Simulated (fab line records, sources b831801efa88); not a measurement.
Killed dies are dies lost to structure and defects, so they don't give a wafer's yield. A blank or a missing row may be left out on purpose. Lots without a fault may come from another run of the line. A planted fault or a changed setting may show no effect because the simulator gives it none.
fab line records | flow gf180mcu
record lots=13 wafers=39 last_day=34
route steps=602 shown STI@25 HV_LDD@209 M2@363
lots that met no fault: from a run of the same line without faults
start_h: hours from the record's first day to the start of the lot's first wafer shown | wait_h: hours since the lot's step before | " the same as in the row above | L1.1+2: a row that stands for several wafers | - no value, or no start given | * or withheld: withheld | < > ~ a bound
route shown NAME@n: a module of which the file shows steps, and the number in the route of the first | usual: mean/standard deviation of fault-free wafers | same: alike in all rows | chamber/n: place in a boat | sites: the reading at each site | _std_site: their standard deviation | _edge_site: outer sites' mean less inner sites' | radius_mm: how far each site lies from the wafer's centre | mask NAME#n: copy n | behind: the tool/chamber that last shaped the wafer | hold: why the lot was held/for how many hours/how that ended | device: the transistor (n, p or np) that didn't switch | end of line: the same wafers' tests at the end of the route | a step without rows: its recipe alone | killed: dies lost to structure and defects at the first sort, not the wafer's yield | map: a wafer's dies, x killed, . not, _ none there
set.NAME: the setting as run; set.NAME@STEP: as run at that earlier step | model.NAME: the simulator's own value behind a step, which no gauge read
steps of the route over a sample of lots; a table a step, a row a wafer
services: from which hour (start_h, from the record's first day; less than 0 if before it) a tool's chamber was out of use, for how many hours, and why
## steps
# step GF_STI_THK_MEAS_24
# recipe reads=SiO2_of_STI_CVD_23
# usual STI_CVD_23_THK=650/5.8
# columns lot.wafer tool chamber start_h wait_h STI_CVD_23_THK[nm]
L978.3 film_metro-01 - 26.86 0.1 639
L978.4 " - " " 634
L978.6 " - " " 643
L979.4 film_metro-03 - 33.11 0.0 658
L979.5 " - " " 648
L979.6 " - " " 653
L980.1 film_metro-02 - 37.88 0.0 645
L980.2 " - " " 637
L980.4 " - " " 644
L981.3 film_metro-01 - 43.53 0.1 647
L981.5 " - " " 653
L981.6 " - " " 654
L982.2 film_metro-02 - 48.59 0.0 651
L982.4 " - " " 653
L982.5 " - " " 656
L983.1 film_metro-03 - 52.39 0.0 647
L983.2 " - " " 649
L983.3 " - " " 657
L991.1 film_metro-03 - 96.45 0.0 651
L991.2 " - " " 646
L991.6 " - " " 650
L992.1 film_metro-03 - 100.42 0.0 657
L992.2 " - " " 648
L992.5 " - " " 652
L993.2 film_metro-01 - 104.11 0.0 641
L993.3 " - " " 655
L993.5 " - " " 645
L996.2 film_metro-01 - 121.16 0.2 654
L996.4 " - " " 651
L996.6 " - " " 650
L997.1 film_metro-01 - 128.93 0.0 657
L997.3 " - " " 657
L997.4 " - " " 653
L999.1 film_metro-01 - 136.77 0.0 649
L999.4 " - " " 648
L999.5 " - " " 653
L100.2 film_metro-01 - 140.73 0.1 652
L100.3 " - " " 643
L100.4 " - " " 640
# step GF_HV_LDD_IMPLANT_33
# recipe species=P energy_kev=60 dose_cm2=7.5e+12 tilt_deg=30 rotation_deg=0
# usual dose_ions_cm2=7.5e+12/7.3e+09 faraday_current_uA=42.3/0.88
# columns lot.wafer tool chamber start_h wait_h dose_ions_cm2 faraday_current_uA
L978.3 implanter-02 0 250.90 0.1 7.505e+12 42.8
L978.4 " 0 " " 7.512e+12 43.0
L978.6 " 0 " " 7.497e+12 43.1
L979.4 implanter-03 0 263.42 0.1 7.507e+12 41.3
L979.5 " 0 " " 7.503e+12 42.7
L979.6 " 0 " " 7.494e+12 42.5
L980.1 implanter-03 0 268.68 0.0 7.504e+12 42.8
L980.2 " 0 " " 7.506e+12 42.9
L980.4 " 0 " " 7.499e+12 43.8
L981.3 implanter-01 0 279.35 0.1 7.499e+12 44.4
L981.5 " 0 " " 7.49e+12 42.5
L981.6 " 0 " " 7.502e+12 41.3
L982.2 implanter-01 0 284.90 0.0 7.501e+12 41.6
L982.4 " 0 " " 7.511e+12 40.9
L982.5 " 0 " " 7.499e+12 42.8
L983.1 implanter-03 0 296.60 0.0 7.489e+12 42.6
L983.2 " 0 " " 7.508e+12 41.8
L983.3 " 0 " " 7.5e+12 41.9
L991.1 implanter-01 0 360.54 0.0 6.358e+12 36.4
L991.2 " 0 " " 6.361e+12 35.8
L991.6 " 0 " " 6.357e+12 36.1
L992.1 implanter-01 0 364.18 0.0 6.376e+12 37.7
L992.2 " 0 " " 6.359e+12 35.7
L992.5 " 0 " " 6.368e+12 34.6
L993.2 implanter-03 0 369.07 0.0 7.488e+12 43.4
L993.3 " 0 " " 7.501e+12 43.0
L993.5 " 0 " " 7.495e+12 42.7
L996.2 implanter-02 0 398.82 0.0 7.51e+12 43.6
L996.4 " 0 " " 7.494e+12 42.2
L996.6 " 0 " " 7.513e+12 41.6
L997.1 implanter-03 0 410.98 0.0 7.501e+12 42.5
L997.3 " 0 " " 7.483e+12 43.3
L997.4 " 0 " " 7.491e+12 42.0
L999.1 implanter-02 0 419.69 0.0 7.508e+12 42.8
L999.4 " 0 " " 7.491e+12 42.4
L999.5 " 0 " " 7.505e+12 43.3
L100.2 implanter-02 0 430.76 0.0 7.494e+12 42.0
L100.3 " 0 " " 7.514e+12 42.6
L100.4 " 0 " " 7.501e+12 40.8
# step GF_HV_LDD_RS_MEAS_53
# recipe thk_meas_gauge=four-point-probe
# usual HV_LDD_RS=419.0/0.9
# columns lot.wafer tool chamber start_h wait_h HV_LDD_RS[ohm/sq]
L978.3 film_metro-02 - 271.11 0.1 418.1
L978.4 " - " " 418.2
L978.6 " - " " 417.5
L979.4 film_metro-04 - 284.16 0.1 419.0
L979.5 " - " " 419.1
L979.6 " - " " 419.2
L980.1 film_metro-01 - 290.45 0.1 419.3
L980.2 " - " " 419.1
L980.4 " - " " 419.2
L981.3 film_metro-01 - 300.60 0.1 418.8
L981.5 " - " " 418.8
L981.6 " - " " 418.3
L982.2 film_metro-02 - 307.14 0.1 420.0
L982.4 " - " " 420.1
L982.5 " - " " 420.0
L983.1 film_metro-04 - 318.22 0.1 419.0
L983.2 " - " " 419.2
L983.3 " - " " 418.4
L991.1 film_metro-02 - 384.02 0.1 421.6
L991.2 " - " " 421.3
L991.6 " - " " 421.0
L992.1 film_metro-01 - 387.73 0.1 422.6
L992.2 " - " " 424.1
L992.5 " - " " 423.9
L993.2 film_metro-02 - 392.74 0.1 417.9
L993.3 " - " " 420.1
L993.5 " - " " 419.4
L996.2 film_metro-02 - 423.67 0.1 416.4
L996.4 " - " " 416.8
L996.6 " - " " 417.0
L997.1 film_metro-01 - 436.15 0.1 419.4
L997.3 " - " " 419.0
L997.4 " - " " 418.7
L999.1 film_metro-04 - 445.33 0.1 419.8
L999.4 " - " " 418.6
L999.5 " - " " 418.4
L100.2 film_metro-04 - 455.99 0.1 419.0
L100.3 " - " " 417.9
L100.4 " - " " 418.1
# step GF_M2_SPUTTER_01
# recipe material=TiN target_thk_nm=30 power_w=6500 time_s=25 chamber_pressure_pa=0.4
# usual throttle_valve_pct=30.2/0.98
# columns lot.wafer tool chamber start_h wait_h throttle_valve_pct
L978.3 pvd_sputter-04 - 408.83 0.1 29.8
L978.4 " - " " 30.4
L978.6 " - " " 30.4
L979.4 pvd_sputter-02 - 427.99 0.0 29.2
L979.5 " - " " 30.1
L979.6 " - " " 30.2
L980.1 pvd_sputter-03 - 431.70 0.1 31.6
L980.2 " - " " 28.2
L980.4 " - " " 30.8
L981.3 pvd_sputter-03 - 444.31 0.1 28.3
L981.5 " - " " 29.0
L981.6 " - " " 31.8
L982.2 pvd_sputter-04 - 452.41 0.1 30.6
L982.4 " - " " 29.8
L982.5 " - " " 30.4
L983.1 pvd_sputter-04 - 463.24 0.1 29.8
L983.2 " - " " 30.5
L983.3 " - " " 30.7
L991.1 pvd_sputter-02 - 536.78 0.1 29.0
L991.2 " - " " 30.0
L991.6 " - " " 29.4
L992.1 pvd_sputter-02 - 541.44 0.1 31.0
L992.2 " - " " 29.2
L992.5 " - " " 31.3
L993.2 pvd_sputter-03 - 544.79 0.1 31.7
L993.3 " - " " 30.8
L993.5 " - " " 30.5
L996.2 pvd_sputter-02 - 573.38 0.1 29.4
L996.4 " - " " 31.3
L996.6 " - " " 31.5
L997.1 pvd_sputter-02 - 585.24 0.1 30.1
L997.3 " - " " 29.3
L997.4 " - " " 30.3
L999.1 pvd_sputter-03 - 591.49 0.1 30.6
L999.4 " - " " 31.9
L999.5 " - " " 30.9
L100.2 pvd_sputter-02 - 602.61 0.1 30.0
L100.3 " - " " 30.9
L100.4 " - " " 29.2
# step GF_M2_CD_MEAS_14
# recipe target_cd_nm=280
# usual cd_nm=280.7/1.2
# columns lot.wafer tool chamber start_h wait_h cd_nm
L978.3 cd_sem-01 - 433.07 0.1 282.0
L978.4 " - " " 282.2
L978.6 " - " " 281.8
L979.4 cd_sem-01 - 452.69 0.1 281.6
L979.5 " - " " 281.7
L979.6 " - " " 281.5
L980.1 cd_sem-01 - 456.01 0.1 282.0
L980.2 " - " " 281.6
L980.4 " - " " 283.1
L981.3 cd_sem-01 - 468.47 0.1 281.2
L981.5 " - " " 281.3
L981.6 " - " " 280.7
L982.2 cd_sem-02 - 476.41 0.1 280.3
L982.4 " - " " 280.8
L982.5 " - " " 280.2
L983.1 cd_sem-02 - 487.28 0.1 281.7
L983.2 " - " " 281.7
L983.3 " - " " 281.3
L991.1 cd_sem-01 - 559.13 0.1 279.9
L991.2 " - " " 280.1
L991.6 " - " " 278.9
L992.1 cd_sem-02 - 563.16 0.1 279.5
L992.2 " - " " 279.5
L992.5 " - " " 279.7
L993.2 cd_sem-02 - 566.98 0.1 281.9
L993.3 " - " " 281.4
L993.5 " - " " 282.3
L996.2 cd_sem-02 - 595.01 0.2 280.7
L996.4 " - " " 281.3
L996.6 " - " " 279.7
L997.1 cd_sem-02 - 606.30 0.1 282.1
L997.3 " - " " 281.7
L997.4 " - " " 281.5
L999.1 cd_sem-01 - 611.84 0.1 279.2
L999.4 " - " " 280.2
L999.5 " - " " 278.5
L100.2 cd_sem-01 - 623.89 0.1 279.3
L100.3 " - " " 280.1
L100.4 " - " " 278.9
## services
# columns tool chamber start_h hours kind
implanter-02 - 229.38 2.6 repair
pvd_sputter-02 0 258.09 - consumable_replace:kit
pvd_sputter-02 0 258.09 18.0 scheduled_down
implanter-02 - 260.47 14.4 repair
pvd_sputter-02 - 260.76 3.2 repair
pvd_sputter-04 - 279.08 3.8 repair
implanter-02 - 285.72 1.0 repair
implanter-01 - 286.83 10.4 repair
implanter-01 - 292.20 6.8 repair
implanter-02 - 336.73 1.3 repair
implanter-02 - 407.24 8.1 repair
pvd_sputter-04 - 440.63 11.4 repair
implanter-03 - 461.84 2.4 pm
implanter-03 - 468.70 3.6 repair
implanter-03 - 469.92 1.6 repair
pvd_sputter-04 - 473.87 0.5 repair
implanter-01 - 476.67 4.7 pm
pvd_sputter-03 - 510.18 4.8 repair
pvd_sputter-03 - 510.98 2.2 repair
implanter-03 - 541.89 3.9 pm
implanter-03 - 558.49 2.6 repair
implanter-01 - 563.65 2.6 repair
pvd_sputter-04 - 581.81 2.1 repair
pvd_sputter-03 - 596.07 11.2 repair
## key
first_sign step=GF_HV_LDD_IMPLANT_33 reading=dose_ions_cm2 direction=down sigmas=99+ usual=7.5e+12 struck=6.363e+12
effect step=GF_HV_LDD_IMPLANT_33 reading=faraday_current_uA direction=down sigmas=7.1 usual=42.3 struck=36.0
effect step=GF_HV_LDD_RS_MEAS_53 reading=HV_LDD_RS direction=up sigmas=3.8 usual=419.0 struck=422.4
met_at GF_HV_LDD_IMPLANT_33
struck_lots L991,L992
tester_left_out L991,L992
not_acting_at GF_STI_THK_MEAS_24,GF_M2_SPUTTER_01,GF_M2_CD_MEAS_14
onset_between 284.90 360.54
fault kind=process_parameter_drift tool=implanter-01 chamber=- onset_h=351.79 steps=GF_HV_LDD_IMPLANT_33 channel=dose_cm2 offset=-1.1335e+12 shape=step end_h=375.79 acts_in=these_recipes_only stated=7.5e+12
# tester_left_out: of these lots the tester's yield and bins aren't shown, on N5 and GAA mostly nor the transistor test; their killed dies are dies lost to structure and defects alone, not to doping, threshold or leakage, so they don't give the yield
